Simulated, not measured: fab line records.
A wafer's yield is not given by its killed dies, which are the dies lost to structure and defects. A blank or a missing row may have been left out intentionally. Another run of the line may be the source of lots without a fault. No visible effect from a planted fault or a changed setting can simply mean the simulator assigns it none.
Which of the tools did it?	flow gf180mcu	11 lots with 32 wafers sampled at 6 steps, on a route of 602 steps

== WHAT THE GAUGES SHOWED, per wafer ==
GF_M3_RS_MEAS_05: the measuring method here is four-point-probe. Usual: for M3_ALCU_RS the level is 0.0694 ohm/sq and the standard deviation is 0.00087.
lot	measured	on	M3_ALCU_RS (ohm/sq)	flag
L830	day 20 01:11	film_metro-04	0.0708 0.0698 0.0705	
L831	day 20 16:43	film_metro-04	0.0693 0.0704 0.0687	
L832	day 21 09:36	film_metro-04	0.0695 0.0698 0.0697	
L835	day 22 00:05	film_metro-01	0.0682 0.0688 0.0693	
L836	day 23 00:02	film_metro-01	0.0442 0.0688	OFF
L839	day 23 12:56	film_metro-04	0.0692 0.0444 0.0691	OFF
L848	day 26 13:57	film_metro-01	0.0689 0.0680 0.0693	
L849	day 26 18:33	film_metro-01	0.0701 0.0691 0.0688	
L850	day 27 07:38	film_metro-01	0.0698 0.0703 0.0692	
L851	day 27 15:02	film_metro-04	0.0685 0.0671 0.0686	
L852	day 27 23:56	film_metro-01	0.0695 0.0696 0.0683	

GF_M3_THK_MEAS_06: measures by xrf. Usual: for M3_ALCU_THK the level is 446 nm and the standard deviation is 7.
lot	measured	on	M3_ALCU_THK (nm)	flag
L830	day 20 01:18	film_metro-04	433 439 436	
L831	day 20 16:49	film_metro-04	443 434 446	
L832	day 21 09:43	film_metro-04	441 438 440	
L835	day 22 00:12	film_metro-01	452 449 447	
L836	day 23 00:09	film_metro-01	700 451	OFF
L839	day 23 13:04	film_metro-04	446 688 444	OFF
L848	day 26 14:04	film_metro-01	450 458 450	
L849	day 26 18:39	film_metro-01	443 453 452	
L850	day 27 07:44	film_metro-01	444 439 446	
L851	day 27 15:10	film_metro-04	450 458 446	
L852	day 28 00:03	film_metro-01	449 449 456	

== WHICH TOOL RAN EACH LOT (tool, then ch and the chambers of the sampled wafers, then the start) ==
lot	GF_M2_METAL_ETCH_16	GF_V2_ETCH_16	GF_V2_SPUTTER_22	GF_M3_SPUTTER_02
L830	rie_metal-02 ch 0,1, day 18 21:28	rie_diel-02 ch 0,1,2, day 19 23:36	pvd_sputter-01, day 20 00:20	pvd_sputter-02, day 20 01:05
L831	rie_metal-01 ch 0,1, day 19 13:51	rie_diel-02 ch 1,2,3, day 20 15:06	pvd_sputter-01, day 20 15:50	pvd_sputter-02, day 20 16:35
L832	rie_metal-01 ch 0,1, day 20 07:00	rie_diel-03 ch 0,2,3, day 21 07:57	pvd_sputter-04, day 21 08:44	pvd_sputter-02, day 21 09:31
L835	rie_metal-02 ch 0,1, day 20 21:42	rie_diel-02 ch 0,1,3, day 21 22:30	pvd_sputter-04, day 21 23:13	pvd_sputter-02, day 21 23:59
L836	rie_metal-03 ch 0, day 21 21:36	rie_diel-03 ch 2,3, day 22 22:27	pvd_sputter-04, day 22 23:10	pvd_sputter-02, day 22 23:56
L839	rie_metal-02 ch 0,1, day 22 11:00	rie_diel-02 ch 0,3, day 23 11:21	pvd_sputter-04, day 23 12:05	pvd_sputter-02, day 23 12:51
L848	rie_metal-01 ch 0,1, day 25 13:09	rie_diel-02 ch 0,1,3, day 26 12:21	pvd_sputter-04, day 26 13:05	pvd_sputter-03, day 26 13:50
L849	rie_metal-01 ch 0,1, day 25 18:50	rie_diel-02 ch 2,3, day 26 16:54	pvd_sputter-04, day 26 17:40	pvd_sputter-02, day 26 18:25
L850	rie_metal-01 ch 0,1, day 26 07:52	rie_diel-01 ch 0,1,3, day 27 06:00	pvd_sputter-04, day 27 06:44	pvd_sputter-02, day 27 07:29
L851	rie_metal-02 ch 0,1, day 26 15:16	rie_diel-02 ch 0,1,2, day 27 13:25	pvd_sputter-04, day 27 14:09	pvd_sputter-01, day 27 14:57
L852	rie_metal-01 ch 0,1, day 26 23:58	rie_diel-03 ch 1,2,3, day 27 22:21	pvd_sputter-01, day 27 23:04	pvd_sputter-02, day 27 23:50
- GF_M2_METAL_ETCH_16: etches the open film in Cl2/BCl3, stops on SiO2, target depth 750.8 nm, time 125.1 s.
- GF_V2_ETCH_16: etches BARC in N2/H2.
- GF_V2_SPUTTER_22: material TiN, target thk 10 nm, time 40 s.
- GF_M3_SPUTTER_02: material AlCu, target thk 450 nm, time 23.9 s.

== AS READ BY THE TOOLS THEMSELVES (means over the sampled wafers that have a number; for cases with no such wafer, the mark the record gives instead) ==
GF_M2_METAL_ETCH_16. Usual: drypump_motor_current_A 5.6 A, standard deviation 0.57; oes_product_au 0.989 a.u., standard deviation 0.0055; throttle_valve_pct 28.231 %, standard deviation 0.011.
lot	tool	drypump_motor_current_A (A)	oes_product_au (a.u.)	throttle_valve_pct (%)	flag
L830	rie_metal-02	6.2	0.993	28.229	
L831	rie_metal-01	5.1	0.988	28.233	
L832	rie_metal-01	5.3	0.984	28.234	
L835	rie_metal-02	6.2	0.992	28.231	
L836	rie_metal-03	5.8	0.991	28.245	
L839	rie_metal-02	5.8	0.979	28.231	
L848	rie_metal-01	5.1	0.994	28.239	
L849	rie_metal-01	5.1	0.990	28.227	
L850	rie_metal-01	5.1	0.991	28.229	
L851	rie_metal-02	5.8	0.988	28.236	
L852	rie_metal-01	5.2	0.991	28.227	

GF_V2_ETCH_16. Usual: drypump_motor_current_A 5.8 A, standard deviation 0.35; oes_product_au 0.855 a.u., standard deviation 0.0043; throttle_valve_pct 13.225 %, standard deviation 0.0086.
lot	tool	drypump_motor_current_A (A)	oes_product_au (a.u.)	throttle_valve_pct (%)	flag
L830	rie_diel-02	5.7	0.857	13.220	
L831	rie_diel-02	5.8	0.855	13.219	
L832	rie_diel-03	6.2	0.856	13.217	
L835	rie_diel-02	5.7	0.858	13.219	
L836	rie_diel-03	6.2	0.849	13.232	
L839	rie_diel-02	5.5	0.853	13.222	
L848	rie_diel-02	5.7	0.856	13.229	
L849	rie_diel-02	5.6	0.858	13.231	
L850	rie_diel-01	5.7	0.858	13.232	
L851	rie_diel-02	5.8	0.857	13.222	
L852	rie_diel-03	5.9	0.853	13.222	

GF_V2_SPUTTER_22. Usual: cathode_dc_power_W 4000.1 W, standard deviation 0.65; chamber_pressure_pa 5.000 Pa, standard deviation 0.0096; throttle_valve_pct 30.3 %, standard deviation 0.85.
lot	tool	cathode_dc_power_W (W)	chamber_pressure_pa (Pa)	throttle_valve_pct (%)	flag
L830	pvd_sputter-01	3999.7	4.998	30.8	
L831	pvd_sputter-01	3999.5	4.996	31.4	
L832	pvd_sputter-04	3999.9	5.005	30.6	
L835	pvd_sputter-04	4000.2	5.000	29.9	
L836	pvd_sputter-04	3999.9	5.018	30.5	
L839	pvd_sputter-04	4000.0	4.993	30.6	
L848	pvd_sputter-04	4000.3	5.007	29.7	
L849	pvd_sputter-04	3999.8	5.007	29.5	
L850	pvd_sputter-04	4000.3	5.006	29.5	
L851	pvd_sputter-04	3999.7	5.001	30.1	
L852	pvd_sputter-01	4000.3	4.998	30.8	

GF_M3_SPUTTER_02. Usual: cathode_dc_power_W 10600 W, standard deviation 2; chamber_pressure_pa 0.4001 Pa, standard deviation 0.00076; throttle_valve_pct 30.5 %, standard deviation 0.81.
lot	tool	cathode_dc_power_W (W)	chamber_pressure_pa (Pa)	throttle_valve_pct (%)	flag
L830	pvd_sputter-02	10599	0.3997	30.5	
L831	pvd_sputter-02	10602	0.3999	30.7	
L832	pvd_sputter-02	10600	0.4006	30.9	
L835	pvd_sputter-02	10599	0.3996	30.9	
L836	pvd_sputter-02	10600	0.4002	30.9	
L839	pvd_sputter-02	10601	0.3997	30.3	
L848	pvd_sputter-03	10601	0.4001	29.5	
L849	pvd_sputter-02	10601	0.3997	31.1	
L850	pvd_sputter-02	10599	0.3997	30.6	
L851	pvd_sputter-01	10602	0.3993	31.0	
L852	pvd_sputter-02	10598	0.4002	30.5	

== THE ANSWER, worked out from the rows above alone ==
Rule: a lot is off if the mean of its wafers that have a number lies more than 3 standard deviations from the usual mean. A lot without any number at a reading at which 4 lots or more have one is off too. The other lots that the step has rows for count as sound. Order of review: gauges by route order, followed by the tools' own readings, for which a lot's mean as printed above is used. At the first step where some lot is off, the reading lying furthest off is the one used; lots without a number count as furthest.
Off: L836, L839, seen at GF_M3_RS_MEAS_05 (M3_ALCU_RS).
A tool fits if, at a process step before that reading, it ran every lot that is off, and no sound lot after the first of them. The gauges at GF_M3_RS_MEAS_05 are tried like those tools. Not one of the candidates tried fits.

== WHAT THE SIMULATOR HAD PUT IN ==
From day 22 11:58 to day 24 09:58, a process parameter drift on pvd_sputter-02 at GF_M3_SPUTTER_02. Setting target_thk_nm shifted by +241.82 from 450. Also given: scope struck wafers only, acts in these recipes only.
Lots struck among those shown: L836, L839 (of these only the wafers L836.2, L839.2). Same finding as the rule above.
